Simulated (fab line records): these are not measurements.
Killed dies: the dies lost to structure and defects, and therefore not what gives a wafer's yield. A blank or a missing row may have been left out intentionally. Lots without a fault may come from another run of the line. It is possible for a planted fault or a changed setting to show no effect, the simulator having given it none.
Chamber matching | flow gf180mcu | GF_V5_CMP_26 on cmp-02 has 4 sister chambers
The step polishes, stops on SiO2, t overpolish 15 s, target thk 0 nm. 27 wafers are shown with their chamber, then 12 later ones without.

## WAFERS WITH THEIR CHAMBER
wafer  | chamber | motorCurrentA (A) | timeToEndpointS (s) | overpolishRunS (s)
L074.2 | 3       | 12.6              | 83                  | 15.007
L074.3 | 0       | 11.2              | 81                  | 14.991
L074.5 | 1       | 9.7               | 83                  | 15.002
L075.2 | 1       | 9.9               | 81                  | 15.002
L075.3 | 2       | 10.4              | 81                  | 14.989
L075.5 | 0       | 11.2              | 80                  | 15.011
L077.1 | 0       | 10.9              | 80                  | 15.000
L077.4 | 3       | 12.2              | 80                  | 14.988
L077.5 | 0       | 11.2              | 79                  | 15.016
L077.2 | 2       | 10.1              | 85                  | 14.989
L077.3 | 1       | 9.9               | 76                  | 15.018
L077.6 | 1       | 9.7               | 79                  | 15.008
L080.1 | 2       | 11.1              | 85                  | 15.012
L080.2 | 3       | 12.4              | 86                  | 14.998
L080.6 | 2       | 10.8              | 88                  | 15.019
L081.1 | 2       | 10.6              | 87                  | 15.002
L081.2 | 3       | 12.2              | 84                  | 14.996
L081.4 | 0       | 11.3              | 82                  | 15.004
L083.1 | 1       | 9.4               | 81                  | 15.005
L083.2 | 2       | 11.0              | 86                  | 14.994
L083.3 | 3       | 12.1              | 84                  | 15.000
L083.4 | 0       | 12.0              | 82                  | 14.996
L083.5 | 2       | 10.4              | 80                  | 15.018
L083.6 | 1       | 9.6               | 86                  | 14.999
L084.2 | 3       | 12.4              | 87                  | 15.007
L084.4 | 0       | 11.5              | 86                  | 15.001
L084.6 | 1       | 9.7               | 86                  | 15.005

SIGNATURES (averages over the wafers above)
reading         | chamber 0 | chamber 1 | chamber 2 | chamber 3 | scatter within a chamber
motorCurrentA   | 11.329    | 9.700     | 10.629    | 12.317    | 0.283
timeToEndpointS | 81.43     | 81.71     | 84.57     | 84.00     | 2.91
overpolishRunS  | 15.00271  | 15.00557  | 15.00329  | 14.99933  | 0.00924
Rule: for each reading, subtract the chamber's mean from the wafer's reading, divide by that reading's scatter and square the result; add these up over the readings and take the root, which gives the wafer's distance from the chamber. The wafer belongs to the nearest chamber; if the next one is less than 2 further off, it can't be placed. The scatter: take each reading less its chamber's mean, square it, sum over the shown wafers, divide by the number of wafers less the number of chambers, and take the root.

## WAFERS WITHOUT THEIR CHAMBER
wafer  | motorCurrentA (A) | timeToEndpointS (s) | overpolishRunS (s)
L085.2 | 11.7              | 80                  | 15.016
L085.3 | 11.0              | 82                  | 15.006
L085.5 | 11.0              | 82                  | 15.014
L086.1 | 12.1              | 87                  | 15.008
L086.5 | 10.8              | 83                  | 14.987
L086.6 | 12.3              | 85                  | 14.987
L089.2 | 10.8              | 82                  | 14.998
L089.3 | 12.2              | 83                  | 15.012
L089.4 | 11.4              | 82                  | 14.998
L094.2 | 11.1              | 79                  | 15.013
L094.3 | 9.8               | 78                  | 15.002
L094.6 | 11.0              | 76                  | 15.000

## WHICH CHAMBER EACH ONE RAN IN
wafer  | from the rows above     | in truth
L085.2 | can't be placed: 0 or 3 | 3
L085.3 | can't be placed: 0 or 2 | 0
L085.5 | can't be placed: 0 or 2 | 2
L086.1 | can't be placed: 3 or 0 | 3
L086.5 | can't be placed: 2 or 0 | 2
L086.6 | 3                       | 3
L089.2 | can't be placed: 2 or 0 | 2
L089.3 | can't be placed: 3 or 0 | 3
L089.4 | 0                       | 0
L094.2 | can't be placed: 0 or 2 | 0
L094.3 | 1                       | 1
L094.6 | can't be placed: 0 or 2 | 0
Placed correctly: 3 of 12. Not placeable from these rows: 9 (in 9, the candidates include the true chamber). Number placed wrongly: 0.
